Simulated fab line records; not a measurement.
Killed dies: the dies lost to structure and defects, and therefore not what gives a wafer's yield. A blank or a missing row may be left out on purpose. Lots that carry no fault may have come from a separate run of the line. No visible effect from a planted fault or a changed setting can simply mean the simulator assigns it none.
Which of the tools did it? + flow sky130 + 33 wafers from 11 lots sampled at 6 of the route's 708 steps

WHAT THE GAUGES SHOWED, per wafer
SKY_PWDE_OVL_MEAS_07. Usual: PWDE_OVL 1.4 nm, standard deviation 1.2.
| lot  | measured    | on         | PWDE_OVL (nm) | flag |
|------|-------------|------------|---------------|------|
| L491 | day 4 05:21 | overlay-02 | 2.2 -0.1 1.9  |      |
| L492 | day 4 12:48 | overlay-02 | 0.6 0.7 2.5   |      |
| L493 | day 4 15:48 | overlay-02 | 2.5 0.6 0.0   |      |
| L494 | day 4 20:00 | overlay-02 | 2.9 1.3 1.4   |      |
| L495 | day 4 23:10 | overlay-02 | -0.3 1.6 1.4  |      |
| L496 | day 5 07:48 | overlay-02 | 2.4 3.4 3.2   |      |
| L497 | day 5 23:31 | overlay-01 | 1.5 3.2 5.0   |      |
| L498 | day 6 10:10 | overlay-01 | 2.7 2.7 0.2   |      |
| L499 | day 6 10:34 | overlay-02 | 2.4 3.0 3.7   |      |
| L500 | day 6 19:17 | overlay-01 | 1.9 2.4 2.0   |      |
| L501 | day 6 20:17 | overlay-01 | 0.2 0.2 0.5   |      |

SKY_PWDE_TW_MEAS_10. Usual: PWDE_TW 373.0, standard deviation 3.
| lot  | measured    | on           | PWDE_TW           | flag |
|------|-------------|--------------|-------------------|------|
| L491 | day 4 05:38 | filmMetro-01 | 376.4 376.1 375.0 |      |
| L492 | day 4 13:05 | filmMetro-02 | 367.3 367.9 368.1 |      |
| L493 | day 4 16:05 | filmMetro-02 | 372.4 371.1 372.2 |      |
| L494 | day 4 20:17 | filmMetro-04 | 375.7 378.2 376.5 |      |
| L495 | day 4 23:28 | filmMetro-04 | 376.0 376.2 377.0 |      |
| L496 | day 5 08:05 | filmMetro-01 | 377.4 376.2 375.5 |      |
| L497 | day 5 23:49 | filmMetro-04 | 374.5 376.2 376.4 |      |
| L498 | day 6 10:28 | filmMetro-02 | 715.2 713.0 711.7 | OFF  |
| L499 | day 6 10:51 | filmMetro-02 | 706.4 709.8 710.0 | OFF  |
| L500 | day 6 19:34 | filmMetro-01 | 712.2 713.4 713.7 | OFF  |
| L501 | day 6 20:34 | filmMetro-04 | 711.2 709.4 712.4 | OFF  |

SKY_NWELL_RS_MEAS_31: the measuring method here is four-point-probe. Usual: PWDE_RS 5272 ohm/sq, standard deviation 19.
| lot  | measured    | on           | PWDE_RS (ohm/sq) | flag |
|------|-------------|--------------|------------------|------|
| L491 | day 5 14:50 | filmMetro-01 | 5247 5249 5236   |      |
| L492 | day 5 23:42 | filmMetro-02 | 5322 5310 5300   |      |
| L493 | day 6 02:29 | filmMetro-04 | 5262 5238 5258   |      |
| L494 | day 6 07:00 | filmMetro-01 | 5259 5255 5244   |      |
| L495 | day 6 10:29 | filmMetro-01 | 5270 5292 5272   |      |
| L496 | day 6 19:17 | filmMetro-04 | 5241 5255 5252   |      |
| L497 | day 7 12:33 | filmMetro-04 | 5266 5271 5271   |      |
| L498 | day 8 01:15 | filmMetro-01 | 6061 6089 6084   | OFF  |
| L499 | day 8 02:46 | filmMetro-02 | 6103 6096 6088   | OFF  |
| L500 | day 8 12:13 | filmMetro-02 | 6125 6101 6095   | OFF  |
| L501 | day 8 13:08 | filmMetro-01 | 6118 6117 6097   | OFF  |

EACH LOT AND THE TOOL THAT RAN IT (in order: tool; ch and the chambers of the sampled wafers; start)
| lot  | SKY_FIELD_ISO_ETCH_15            | SKY_PWDE_IMPLANT_08            | SKY_NWELL_STRIP_14                 |
|------|----------------------------------|--------------------------------|------------------------------------|
| L491 | rieDiel-04 ch 0,1, day 2 10:09   | implanter-02 ch 0, day 4 05:25 | plasmaAsher-03 ch 0,1, day 4 21:44 |
| L492 | rieDiel-02 ch 1,2,3, day 2 15:22 | implanter-02 ch 0, day 4 12:50 | plasmaAsher-02 ch 0,1, day 5 05:14 |
| L493 | rieDiel-02 ch 0,1,3, day 2 19:10 | implanter-01 ch 0, day 4 15:50 | plasmaAsher-03 ch 1, day 5 08:39   |
| L494 | rieDiel-04 ch 0,1,2, day 3 01:22 | implanter-02 ch 0, day 4 20:02 | plasmaAsher-02 ch 0,1, day 5 12:52 |
| L495 | rieDiel-01 ch 1,2,3, day 3 08:30 | implanter-01 ch 0, day 4 23:13 | plasmaAsher-03 ch 0,1, day 5 16:00 |
| L496 | rieDiel-01 ch 1,2, day 3 15:00   | implanter-03 ch 0, day 5 07:50 | plasmaAsher-03 ch 0,1, day 6 01:32 |
| L497 | rieDiel-02 ch 0,1,3, day 3 20:06 | implanter-01 ch 0, day 5 23:35 | plasmaAsher-03 ch 0,1, day 6 17:41 |
| L498 | rieDiel-02 ch 1,3, day 4 01:10   | implanter-02 ch 0, day 6 10:13 | plasmaAsher-03 ch 0,1, day 7 04:37 |
| L499 | rieDiel-04 ch 0,2,3, day 4 03:54 | implanter-03 ch 0, day 6 10:39 | plasmaAsher-01 ch 0,1, day 7 05:38 |
| L500 | rieDiel-04 ch 2,3, day 4 08:42   | implanter-02 ch 0, day 6 19:20 | plasmaAsher-01 ch 0,1, day 7 15:30 |
| L501 | rieDiel-02 ch 0,1,3, day 4 15:49 | implanter-01 ch 0, day 6 20:20 | plasmaAsher-01 ch 0,1, day 7 16:29 |
- SKY_FIELD_ISO_ETCH_15: etches the open film in CHF3/O2, stops on Si, target depth 180 nm, time 72 s.
- SKY_PWDE_IMPLANT_08
- SKY_NWELL_STRIP_14: strips in O2/N2.

AS READ BY THE TOOLS THEMSELVES (means over the sampled wafers that have a number; for cases with no such wafer, the mark the record gives instead)
SKY_FIELD_ISO_ETCH_15. Usual: drypumpMotorCurrentA 5.7 A, standard deviation 0.47; oesProductAu 0.945 a.u., standard deviation 0.0068; throttleValvePct 8.843 %, standard deviation 0.0096.
| lot  | tool       | drypumpMotorCurrentA (A) | oesProductAu (a.u.) | throttleValvePct (%) | flag |
|------|------------|--------------------------|---------------------|----------------------|------|
| L491 | rieDiel-04 | 5.4                      | 0.947               | 8.847                |      |
| L492 | rieDiel-02 | 5.8                      | 0.942               | 8.832                |      |
| L493 | rieDiel-02 | 5.8                      | 0.952               | 8.841                |      |
| L494 | rieDiel-04 | 5.2                      | 0.957               | 8.857                |      |
| L495 | rieDiel-01 | 5.5                      | 0.944               | 8.846                |      |
| L496 | rieDiel-01 | 5.6                      | 0.942               | 8.836                |      |
| L497 | rieDiel-02 | 5.8                      | 0.954               | 8.846                |      |
| L498 | rieDiel-02 | 5.6                      | 0.944               | 8.836                |      |
| L499 | rieDiel-04 | 5.2                      | 0.948               | 8.847                |      |
| L500 | rieDiel-04 | 5.6                      | 0.942               | 8.840                |      |
| L501 | rieDiel-02 | 5.8                      | 0.947               | 8.842                |      |

SKY_NWELL_STRIP_14. Usual: drypumpMotorCurrentA 5.42 A, standard deviation 0.23; oesProductAu 0.722 a.u., standard deviation 0.0045; stripTimeToEndpointS 36.93 s, standard deviation 0.097.
| lot  | tool           | drypumpMotorCurrentA (A) | oesProductAu (a.u.) | stripTimeToEndpointS (s) | flag |
|------|----------------|--------------------------|---------------------|--------------------------|------|
| L491 | plasmaAsher-03 | 5.15                     | 0.724               | 36.95                    |      |
| L492 | plasmaAsher-02 | 5.61                     | 0.722               | 36.86                    |      |
| L493 | plasmaAsher-03 | 5.36                     | 0.725               | 36.87                    |      |
| L494 | plasmaAsher-02 | 5.63                     | 0.724               | 36.89                    |      |
| L495 | plasmaAsher-03 | 5.13                     | 0.718               | 36.95                    |      |
| L496 | plasmaAsher-03 | 5.14                     | 0.719               | 36.90                    |      |
| L497 | plasmaAsher-03 | 5.24                     | 0.721               | 36.90                    |      |
| L498 | plasmaAsher-03 | 5.27                     | 0.721               | 36.79                    |      |
| L499 | plasmaAsher-01 | 5.48                     | 0.725               | 37.06                    |      |
| L500 | plasmaAsher-01 | 5.49                     | 0.722               | 36.90                    |      |
| L501 | plasmaAsher-01 | 5.45                     | 0.725               | 36.91                    |      |

THE ANSWER, worked out from the rows above alone
Rule: a lot counts as off when the mean over its wafers that have a number is more than 3 standard deviations away from the usual mean. Also off: a lot with no number at a reading for which 4 or more lots have one. Where the step has rows for the other lots, those lots are counted as sound. Order of review: gauges by route order, followed by the tools' own readings, for which a lot's mean as printed above is used. At the first step where some lot is off, the reading lying furthest off is the one used; lots without a number count as furthest.
Off: L498, L499, L500, L501, seen at SKY_PWDE_TW_MEAS_10 (PWDE_TW).
If a tool, at a process step before that reading, ran all the lots that are off and no sound lot after the first of them, it fits. Those tools and the gauges at SKY_PWDE_TW_MEAS_10 are tried in the same way. None of those tried fits.

WHAT WAS PUT IN BY THE SIMULATOR
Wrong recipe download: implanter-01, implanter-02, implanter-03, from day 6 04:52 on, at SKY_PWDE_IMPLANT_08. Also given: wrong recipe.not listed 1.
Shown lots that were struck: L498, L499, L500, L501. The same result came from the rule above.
